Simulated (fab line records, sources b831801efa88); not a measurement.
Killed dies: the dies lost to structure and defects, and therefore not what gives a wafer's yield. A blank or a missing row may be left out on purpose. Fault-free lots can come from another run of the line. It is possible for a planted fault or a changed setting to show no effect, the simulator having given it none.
Chamber matching :: flow sky130 :: SKY_FIELD_ISO_CMP_27 on cmp-02 has 4 sister chambers
The step polishes, stops on Si3N4, t overpolish 16 s, target thk 457.8 nm. 14 wafers are shown with their chamber, then 7 later ones without.

EACH WAFER AND ITS CHAMBER
wafer: L819.2
chamber: 2
motor_current_A (A): 12.4
time_to_endpoint_s (s): 121
slurry_flow_ml_min: 149.9

wafer: L819.3
chamber: 3
motor_current_A (A): 13.5
time_to_endpoint_s (s): 114
slurry_flow_ml_min: 150.3

wafer: L819.5
chamber: 1
motor_current_A (A): 10.5
time_to_endpoint_s (s): 112
slurry_flow_ml_min: 149.9

wafer: L831.4
chamber: 1
motor_current_A (A): 10.5
time_to_endpoint_s (s): 113
slurry_flow_ml_min: 150.2

wafer: L831.5
chamber: 3
motor_current_A (A): 13.1
time_to_endpoint_s (s): 113
slurry_flow_ml_min: 149.6

wafer: L831.6
chamber: 2
motor_current_A (A): 12.5
time_to_endpoint_s (s): 116
slurry_flow_ml_min: 150.0

wafer: L833.3
chamber: 3
motor_current_A (A): 14.3
time_to_endpoint_s (s): 111
slurry_flow_ml_min: 149.3

wafer: L833.4
chamber: 1
motor_current_A (A): 10.6
time_to_endpoint_s (s): 114
slurry_flow_ml_min: 149.4

wafer: L833.6
chamber: 0
motor_current_A (A): 10.9
time_to_endpoint_s (s): 109
slurry_flow_ml_min: 150.1

wafer: L834.2
chamber: 0
motor_current_A (A): 11.4
time_to_endpoint_s (s): 110
slurry_flow_ml_min: 150.5

wafer: L834.3
chamber: 1
motor_current_A (A): 10.4
time_to_endpoint_s (s): 115
slurry_flow_ml_min: 150.0

wafer: L834.4
chamber: 2
motor_current_A (A): 12.2
time_to_endpoint_s (s): 115
slurry_flow_ml_min: 150.2

wafer: L835.2
chamber: 1
motor_current_A (A): 10.5
time_to_endpoint_s (s): 110
slurry_flow_ml_min: 149.8

wafer: L835.3
chamber: 3
motor_current_A (A): 13.3
time_to_endpoint_s (s): 110
slurry_flow_ml_min: 150.7

SIGNATURES (averages over the wafers above)
reading: motor_current_A
chamber 0: 11.150
chamber 1: 10.500
chamber 2: 12.367
chamber 3: 13.550
scatter within a chamber: 0.32

reading: time_to_endpoint_s
chamber 0: 109.50
chamber 1: 112.80
chamber 2: 117.33
chamber 3: 112.00
scatter within a chamber: 2.14

reading: slurry_flow_ml_min
chamber 0: 150.300
chamber 1: 149.860
chamber 2: 150.033
chamber 3: 149.975
scatter within a chamber: 0.413
Rule: for a wafer and a chamber, the distance is found by dividing, reading by reading, the gap between the wafer's reading and the chamber's mean by the reading's scatter, squaring, summing and taking the root. The wafer belongs to the nearest chamber; if the next one is less than 2 further off, it can't be placed. The scatter: take each reading less its chamber's mean, square it, sum over the shown wafers, divide by the number of wafers less the number of chambers, and take the root.

WAFERS MISSING THEIR CHAMBER
wafer: L835.6
motor_current_A (A): 12.7
time_to_endpoint_s (s): 115
slurry_flow_ml_min: 149.8

wafer: L837.1
motor_current_A (A): 13.5
time_to_endpoint_s (s): 110
slurry_flow_ml_min: 149.5

wafer: L837.2
motor_current_A (A): 10.6
time_to_endpoint_s (s): 108
slurry_flow_ml_min: 149.4

wafer: L837.3
motor_current_A (A): 11.5
time_to_endpoint_s (s): 104
slurry_flow_ml_min: 150.8

wafer: L838.2
motor_current_A (A): 12.2
time_to_endpoint_s (s): 114
slurry_flow_ml_min: 149.8

wafer: L838.4
motor_current_A (A): 10.3
time_to_endpoint_s (s): 111
slurry_flow_ml_min: 151.3

wafer: L838.5
motor_current_A (A): 10.2
time_to_endpoint_s (s): 112
slurry_flow_ml_min: 150.2

THE CHAMBER EACH PASSED THROUGH
wafer: L835.6
from the rows above: can't be placed: 2 or 3
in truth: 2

wafer: L837.1
from the rows above: 3
in truth: 3

wafer: L837.2
from the rows above: can't be placed: 1 or 0
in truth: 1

wafer: L837.3
from the rows above: 0
in truth: 0

wafer: L838.2
from the rows above: 2
in truth: 2

wafer: L838.4
from the rows above: can't be placed: 1 or 0
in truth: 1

wafer: L838.5
from the rows above: can't be placed: 1 or 0
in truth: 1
Correct placement for 3 of the 7. Unplaceable from these rows: 4, with the true chamber sitting among the candidates in 4. Number placed wrongly: 0.
